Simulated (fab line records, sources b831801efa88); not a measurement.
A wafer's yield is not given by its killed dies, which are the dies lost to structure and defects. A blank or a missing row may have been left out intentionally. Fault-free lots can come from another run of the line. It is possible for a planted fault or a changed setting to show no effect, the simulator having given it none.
Chamber matching + flow sky130 + SKY_VIA2_ETCH_14 on rie diel-02 has 4 sister chambers
The step etches BARC in N2/H2, stops on SiO2, time 45.9 s, target depth 60 nm. 8 wafers are shown with their chamber, then 7 later ones without.

== WAFERS PAIRED WITH THEIR CHAMBERS ==
| wafer  | chamber | run length s (s) | n2 flow sccm (sccm) |
|--------|---------|------------------|---------------------|
| L933.2 | 3       | 74.6             | 99.95               |
| L934.1 | 0       | 73.6             | 100.41              |
| L935.6 | 1       | 74.2             | 99.89               |
| L936.6 | 1       | 74.0             | 100.01              |
| L937.2 | 2       | 74.9             | 99.97               |
| L937.3 | 3       | 74.9             | 100.20              |
| L937.4 | 0       | 74.1             | 99.93               |
| L939.3 | 2       | 74.7             | 99.95               |

== WAFERS WITH NO CHAMBER GIVEN ==
| wafer  | run length s (s) | n2 flow sccm (sccm) |
|--------|------------------|---------------------|
| L939.4 | 74.3             | 100.03              |
| L939.5 | 74.8             | 99.91               |
| L941.4 | 75.0             | 99.27               |
| L941.5 | 74.7             | 100.23              |
| L941.6 | 74.7             | 99.86               |
| L944.5 | 74.5             | 100.06              |
| L944.6 | 73.6             | 99.45               |

== THE CHAMBER EACH PASSED THROUGH ==
| wafer  | from the rows above               | in truth |
|--------|-----------------------------------|----------|
| L939.4 | can't be placed: 1 or 3 or 0 or 2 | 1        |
| L939.5 | can't be placed: 2 or 3           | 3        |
| L941.4 | can't be placed: 2 or 3 or 1      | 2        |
| L941.5 | can't be placed: 3 or 2           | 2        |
| L941.6 | can't be placed: 2 or 3 or 1      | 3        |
| L944.5 | can't be placed: 3 or 2 or 1 or 0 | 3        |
| L944.6 | can't be placed: 1 or 0           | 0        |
Placed correctly: 0 of 7. Cannot be placed on the basis of these rows: 7; the candidates contain the true chamber in 7. Number placed wrongly: 0.
How it was worked out, from the rows above alone: a wafer's distance from a chamber is the root of the sum, over the readings, of the square of ((its reading less the chamber's mean) divided by the reading's scatter). If the next closest chamber is less than 2 further off than the closest, the wafer can't be placed; otherwise it belongs to the closest. For every chamber, the mean is computed from those of its wafers that are shown. The scatter: take each reading less its chamber's mean, square it, sum over the shown wafers, divide by the number of wafers less the number of chambers, and take the root.
